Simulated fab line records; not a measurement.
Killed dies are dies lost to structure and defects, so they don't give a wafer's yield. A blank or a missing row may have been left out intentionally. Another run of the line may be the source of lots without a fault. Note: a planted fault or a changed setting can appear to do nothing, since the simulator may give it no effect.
Which tool did it? | flow gf180mcu | Sampling: 14 lots, 42 wafers, 4 of 602 route steps

## WHAT THE GAUGES SHOWED, per wafer
GF_NWELL_OVL_MEAS_07. Usual: NWELL_OVL gives -0.5 nm (standard deviation 1.4).
lot  | measured    | on         | NWELL_OVL (nm) | flag
L144 | day 3 07:24 | overlay-02 | 1.1 0.0 1.2    |
L147 | day 4 01:01 | overlay-01 | -0.2 0.1 0.9   |
L148 | day 4 05:39 | overlay-02 | 0.7 1.7 1.0    |
L149 | day 4 09:13 | overlay-02 | 1.0 -1.8 -1.0  |
L156 | day 5 21:27 | overlay-01 | -1.0 -2.4 -1.5 |
L157 | day 6 10:01 | overlay-02 | -3.3 -2.6 -1.4 |
L158 | day 6 12:52 | overlay-01 | -0.4 -0.2 -0.8 |
L161 | day 7 04:57 | overlay-01 | -1.2 -0.5 0.2  |
L162 | day 7 09:24 | overlay-02 | -2.5 -0.9 0.9  |
L163 | day 7 14:52 | overlay-01 | -0.7 -1.6 -0.8 |
L164 | day 7 21:40 | overlay-02 | -0.6 -0.7 -0.7 |
L165 | day 8 03:21 | overlay-01 | -1.9 -2.1 -1.9 |
L166 | day 8 07:57 | overlay-01 | -0.3 -1.5 -0.5 |
L167 | day 8 12:16 | overlay-02 | 1.2 1.1 0.9    |

GF_DUAL_GATE_OVL_MEAS_11. Usual: DUAL_GATE_OVL gives -0.1 nm (standard deviation 1.5).
lot  | measured     | on         | DUAL_GATE_OVL (nm) | flag
L144 | day 8 07:25  | overlay-02 | -2.2 0.0 -1.8      |
L147 | day 9 04:34  | overlay-02 | 3.0 3.1 3.0        |
L148 | day 9 10:06  | overlay-02 | - - -              | OFF
L149 | day 9 14:49  | overlay-02 | - - -              | OFF
L156 | day 11 11:37 | overlay-02 | -0.7 -1.3 -1.1     |
L157 | day 12 06:19 | overlay-01 | 0.5 -1.0 -0.7      |
L158 | day 12 09:43 | overlay-02 | -0.1 -1.1 0.3      |
L161 | day 13 05:42 | overlay-02 | -0.4 -1.2 0.4      |
L162 | day 13 11:27 | overlay-01 | -2.6 -2.7 0.6      |
L163 | day 13 20:19 | overlay-02 | 1.9 3.7 0.5        |
L164 | day 14 05:43 | overlay-02 | -1.9 -1.2 -2.9     |
L165 | day 14 11:30 | overlay-02 | -1.1 -0.2 0.7      |
L166 | day 14 16:54 | overlay-02 | -0.2 -1.3 -1.5     |
L167 | day 15 00:43 | overlay-01 | 0.1 1.6 1.2        |

GF_POLY_GATE_THK_MEAS_17. Usual: POLY_GATE_OXIDATION_THK gives 4.03 nm (standard deviation 0.064).
lot  | measured     | on            | POLY_GATE_OXIDATION_THK (nm) | flag
L144 | day 9 05:49  | film metro-04 | 4.03 4.13 4.02               |
L147 | day 10 03:23 | film metro-01 | 3.99 3.99 3.94               |
L156 | day 12 14:10 | film metro-02 | 4.08 4.07 4.02               |
L157 | day 13 08:47 | film metro-04 | 4.09 4.05 4.03               |
L158 | day 13 10:45 | film metro-01 | 4.05 4.02 4.02               |
L161 | day 14 07:59 | film metro-02 | 4.12 4.07 4.03               |
L162 | day 14 15:08 | film metro-01 | 4.06 4.04 4.13               |
L163 | day 14 22:29 | film metro-02 | 4.07 4.20 4.14               |
L164 | day 15 09:25 | film metro-01 | 3.96 4.08 3.93               |
L165 | day 15 15:31 | film metro-04 | 4.02 3.97 3.99               |
L166 | day 15 19:37 | film metro-02 | 3.94 3.95 3.91               |
L167 | day 16 02:54 | film metro-01 | 3.90 3.96 3.90               |

## EACH LOT AND THE TOOL THAT RAN IT (in order: tool; ch and the chambers of the sampled wafers; start)
lot  | GF_DUAL_GATE_COAT_06
L144 | litho track-03 ch 0, day 7 22:48
L147 | litho track-04 ch 0, day 8 20:14
L148 | litho track-04, day 9 01:31
L149 | litho track-03, day 9 06:18
L156 | litho track-04 ch 0, day 11 01:58
L157 | litho track-03 ch 0, day 11 20:23
L158 | litho track-02 ch 0, day 11 23:26
L161 | litho track-03 ch 0, day 12 19:12
L162 | litho track-04 ch 0, day 13 01:04
L163 | litho track-04 ch 0, day 13 10:17
L164 | litho track-04 ch 0, day 13 18:41
L165 | litho track-03 ch 0, day 14 00:42
L166 | litho track-02 ch 0, day 14 06:48
L167 | litho track-03 ch 0, day 14 14:13
- GF_DUAL_GATE_COAT_06: resist thk 1000 nm.

## AS READ BY THE TOOLS THEMSELVES (means over the sampled wafers that have a number; for cases with no such wafer, the mark the record gives instead)
GF_DUAL_GATE_COAT_06. Usual: chill plate temp C 23.00 C, standard deviation 0.099; dispense pressure kPa 47.7 kPa, standard deviation 2.1.
lot  | tool           | chill plate temp C (C) | dispense pressure kPa (kPa) | flag
L144 | litho track-03 | 22.96                  | 46.5                        |
L147 | litho track-04 | 23.07                  | 46.7                        |
L148 | litho track-04 | -                      | -                           | OFF
L149 | litho track-03 | -                      | -                           | OFF
L156 | litho track-04 | 22.88                  | 46.7                        |
L157 | litho track-03 | 23.07                  | 46.5                        |
L158 | litho track-02 | 23.01                  | 51.8                        |
L161 | litho track-03 | 22.91                  | 46.5                        |
L162 | litho track-04 | 23.00                  | 46.7                        |
L163 | litho track-04 | 23.04                  | 46.7                        |
L164 | litho track-04 | 22.90                  | 46.7                        |
L165 | litho track-03 | 23.02                  | 46.4                        |
L166 | litho track-02 | 22.99                  | 51.8                        |
L167 | litho track-03 | 23.10                  | 46.4                        |

## THE ANSWER, worked out from the rows above alone
Rule: a lot is off if the mean of its wafers that have a number lies more than 3 standard deviations from the usual mean. A lot without any number at a reading at which 4 lots or more have one is off too. Where the step has rows for the other lots, those lots are counted as sound. The gauges are gone through in route order, then the tools' own readings, and for those a lot's mean is taken as printed above. At the first step where some lot is off, the reading lying furthest off is the one used; lots without a number count as furthest.
Off: L148, L149, seen at GF_DUAL_GATE_OVL_MEAS_11 (DUAL_GATE_OVL). Without a number there: L148, L149.
A tool fits if, at a process step before that reading, it ran every lot that is off, and no sound lot after the first of them. The gauges at GF_DUAL_GATE_OVL_MEAS_11 aren't tried: what is off there is off at GF_DUAL_GATE_COAT_06 too, on other tools, and a gauge's error can't cause that. No candidate that was tried fits.

## WHAT HAD BEEN PUT IN BY THE SIMULATOR
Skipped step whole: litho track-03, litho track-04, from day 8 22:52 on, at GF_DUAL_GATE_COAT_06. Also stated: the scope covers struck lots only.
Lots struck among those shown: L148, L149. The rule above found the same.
